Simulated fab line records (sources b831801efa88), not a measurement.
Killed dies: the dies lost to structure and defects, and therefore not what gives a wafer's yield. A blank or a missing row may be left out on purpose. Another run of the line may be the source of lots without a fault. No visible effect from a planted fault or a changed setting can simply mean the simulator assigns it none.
Chamber matching    flow sky130    SKY_VIA4_ETCH_12 on rie diel-03 has 4 sister chambers
The step etches SiO2 in C4F8/O2/Ar, stops on TiN, target depth 580 nm. 4 wafers are shown with their chamber, then 6 later ones without.

## WAFERS, EACH WITH ITS CHAMBER
wafer   chamber  rf fwd power W (W)
L796.2  3        1500
L796.4  2        1481
L797.1  0        1495
L797.4  1        1499

## WAFERS WITH NO CHAMBER GIVEN
wafer   rf fwd power W (W)
L797.5  1488
L803.3  1492
L803.4  1495
L810.2  1486
L810.4  1496
L810.6  1493

## WHICH CHAMBER EACH WENT THROUGH
wafer   from the rows above                in truth
L797.5  can't be placed: 0 or 2 or 1 or 3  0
L803.3  can't be placed: 0 or 1 or 3       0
L803.4  can't be placed: 0 or 1 or 3       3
L810.2  can't be placed: 2 or 0            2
L810.4  can't be placed: 0 or 1 or 3       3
L810.6  can't be placed: 0 or 1 or 3       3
Correctly placed: 0 of 6. These rows do not allow placing 6 (true chamber among the candidates in 6). 0 placed wrongly.
How it was worked out, from the rows above alone: a wafer's distance from a chamber is the root of the sum, over the readings, of the square of ((its reading less the chamber's mean) divided by the reading's scatter). The wafer belongs to the nearest chamber; if the next one is less than 2 further off, it can't be placed. The mean given for a chamber averages the wafers shown for that chamber. The scatter: root of mean squared gap, hidden wafer to nearest shown wafer, with one shown wafer a chamber.
